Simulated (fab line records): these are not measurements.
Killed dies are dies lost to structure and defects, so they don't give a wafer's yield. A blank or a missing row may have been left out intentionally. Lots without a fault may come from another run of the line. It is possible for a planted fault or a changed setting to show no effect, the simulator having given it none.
What tool caused it? | flow sky130 | 11 lots, 33 wafers sampled, at 3 steps of a route of 708

## WHAT THE GAUGES SHOWED, per wafer
SKY_SD_N_RS_MEAS_16: the measuring method here is four-point-probe.
lot  | measured     | on            | SD_N_RS (ohm/sq)
L388 | day 27 22:20 | film metro-01 | 68.53 68.55 68.61
L387 | day 27 23:40 | film metro-02 | 68.41 68.33 68.42
L389 | day 28 10:06 | film metro-02 | 68.56 68.39 68.49
L393 | day 29 19:25 | film metro-02 | 68.38 68.41 68.61
L394 | day 30 08:18 | film metro-02 | 63.63 63.58 63.58 63.71 63.57 63.49
L395 | day 30 09:46 | film metro-01 | 63.67 63.79 63.72 63.86 63.48 63.76
L403 | day 33 01:40 | film metro-03 | 68.45 68.44 68.36
L405 | day 33 12:09 | film metro-03 | 63.61 63.61 63.67 63.70 63.63 63.78
L406 | day 33 16:23 | film metro-03 | 68.53 68.59 68.56
L408 | day 35 03:25 | film metro-02 | 68.39 68.39 68.44
L410 | day 35 10:54 | film metro-01 | 68.67 68.68 68.72

## TOOL THAT RAN EACH LOT (tool first, then ch and the chambers of the sampled wafers, then the start)
lot  | SKY_SD_N_IMPLANT_09             | SKY_SD_N_STRIP_11
L388 | implanter-02 ch 0, day 27 21:38 | plasma asher-03 ch 0,1, day 27 21:56
L387 | implanter-02 ch 0, day 27 22:58 | plasma asher-01 ch 0,1, day 27 23:16
L389 | implanter-02 ch 0, day 28 09:25 | plasma asher-02 ch 0,1, day 28 09:42
L393 | implanter-03 ch 0, day 29 18:44 | plasma asher-01 ch 0,1, day 29 19:01
L394 | implanter-01 ch 0, day 30 05:56 | plasma asher-03 ch 0,1, day 30 06:32
L395 | implanter-03 ch 0, day 30 08:46 | plasma asher-02 ch 0,1, day 30 09:22
L403 | implanter-02 ch 0, day 33 00:59 | plasma asher-02 ch 0,1, day 33 01:16
L405 | implanter-03 ch 0, day 33 11:09 | plasma asher-01 ch 0,1, day 33 11:46
L406 | implanter-02 ch 0, day 33 15:43 | plasma asher-02 ch 0,1, day 33 16:00
L408 | implanter-01 ch 0, day 35 02:43 | plasma asher-03 ch 0,1, day 35 03:01
L410 | implanter-03 ch 0, day 35 10:13 | plasma asher-02 ch 0,1, day 35 10:30
- SKY_SD_N_IMPLANT_09
- SKY_SD_N_STRIP_11: strips in O2/N2.

## THE ANSWER, worked out from the rows above alone
Rule: usual is defined by the lots themselves. The widest of any qualifying gaps counts: lots, ordered by their means at a reading, are off when they make up no more than a third of the lots, leave a main group of 4 or more, and stand apart from it by 3 or more times the standard deviation of that group's means. The tables above print the reading to a certain number of digits; a main group whose means all agree to those digits is not used. Also off: a lot with no number at a reading for which 4 or more lots have one. Where the step has rows for the other lots, those lots are counted as sound.
Off: L394, L395, L405, at SKY_SD_N_RS_MEAS_16 (SD_N_RS). Main group: mean 68.50 ohm/sq, sd 0.096.
If a tool, at a process step before that reading, ran all the lots that are off and no sound lot after the first of them, it fits. The gauges at SKY_SD_N_RS_MEAS_16 are tried like those tools. Of those tried, none fits.

## WHAT THE SIMULATOR PUT IN
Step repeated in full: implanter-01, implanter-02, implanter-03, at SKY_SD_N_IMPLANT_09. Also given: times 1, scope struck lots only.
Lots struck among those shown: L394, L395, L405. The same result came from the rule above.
